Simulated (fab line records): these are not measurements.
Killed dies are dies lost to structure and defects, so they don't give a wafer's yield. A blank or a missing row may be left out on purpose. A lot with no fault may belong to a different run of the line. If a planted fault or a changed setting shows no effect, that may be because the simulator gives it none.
Which tool did it? ; flow sky130 ; 11 lots, 33 wafers sampled, at 2 steps of a route of 708

WHAT EACH GAUGE READ, for each wafer
SKY_VT_ADJUST_LVTN_TW_MEAS_21.
lot;measured;on;VT_ADJUST_LVTN_2_TW
L958;day 7 17:20;film_metro-03;188.7 186.9 187.0
L959;day 7 21:44;film_metro-04;189.8 190.5 189.4
L960;day 8 01:32;film_metro-02;188.6 188.4 187.6
L961;day 8 09:14;film_metro-03;188.6 187.7 186.9
L962;day 8 16:29;film_metro-02;187.7 187.8 188.0
L963;day 9 00:01;film_metro-04;190.7 190.1 191.5
L964;day 9 04:32;film_metro-02;190.0 189.4 189.2
L965;day 9 17:11;film_metro-04;291.6 292.4 292.9
L966;day 9 23:46;film_metro-02;290.6 290.3 291.4
L967;day 10 10:37;film_metro-03;289.0 288.6 288.2
L968;day 10 10:40;film_metro-04;291.5 290.5 290.7

TOOL THAT RAN EACH LOT (tool first, then ch and the chambers of the sampled wafers, then the start)
lot;SKY_VT_ADJUST_LVTN_IMPLANT_19
L958;implanter-04 ch 0, day 7 17:05
L959;implanter-03 ch 0, day 7 21:31
L960;implanter-04 ch 0, day 8 01:17
L961;implanter-04 ch 0, day 8 08:59
L962;implanter-03 ch 0, day 8 16:14
L963;implanter-01 ch 0, day 8 23:47
L964;implanter-03 ch 0, day 9 04:17
L965;implanter-04 ch 0, day 9 16:57
L966;implanter-03 ch 0, day 9 23:31
L967;implanter-04 ch 0, day 10 10:22
L968;implanter-03 ch 0, day 10 10:27
- SKY_VT_ADJUST_LVTN_IMPLANT_19

WHAT THE TOOLS THEMSELVES READ (means of the sampled wafers that have a number; where no wafer has one, the mark that the record gives instead)
SKY_VT_ADJUST_LVTN_IMPLANT_19.
lot;tool;dose_ions_cm2;end_station_pressure_torr (Torr)
L958;implanter-04;6.5e+11;5.10e-06
L959;implanter-03;6.5e+11;5.11e-06
L960;implanter-04;6.5e+11;4.62e-06
L961;implanter-04;6.5e+11;4.62e-06
L962;implanter-03;6.5e+11;5.06e-06
L963;implanter-01;6.5e+11;5.06e-06
L964;implanter-03;6.5e+11;5.25e-06
L965;implanter-04;6.5e+11;4.88e-06
L966;implanter-03;6.5e+11;4.90e-06
L967;implanter-04;6.5e+11;5.17e-06
L968;implanter-03;6.5e+11;5.06e-06

THE ANSWER, worked out from the rows above alone
Rule: the usual values come from the lots themselves. Put in order of their means at a reading, lots are off if they are a third of the lots or fewer, leave a main group of 4 or more, and stand apart from it by a gap of 3 or more times the standard deviation of the main group's means; of several such gaps the widest counts. A main group is skipped when, at the precision printed for the reading in the tables above, its means are all equal. A lot without any number at a reading at which 4 lots or more have one is off too. All remaining lots with rows at the step are treated as sound. The gauges are gone through in route order, then the tools' own readings, and for those a lot's mean is taken as printed above. At the first step where some lot is off, the reading lying furthest off is the one used; lots without a number count as furthest.
Nothing can be told from this: no lot is off at any reading shown.

WHAT THE SIMULATOR HAD INSERTED
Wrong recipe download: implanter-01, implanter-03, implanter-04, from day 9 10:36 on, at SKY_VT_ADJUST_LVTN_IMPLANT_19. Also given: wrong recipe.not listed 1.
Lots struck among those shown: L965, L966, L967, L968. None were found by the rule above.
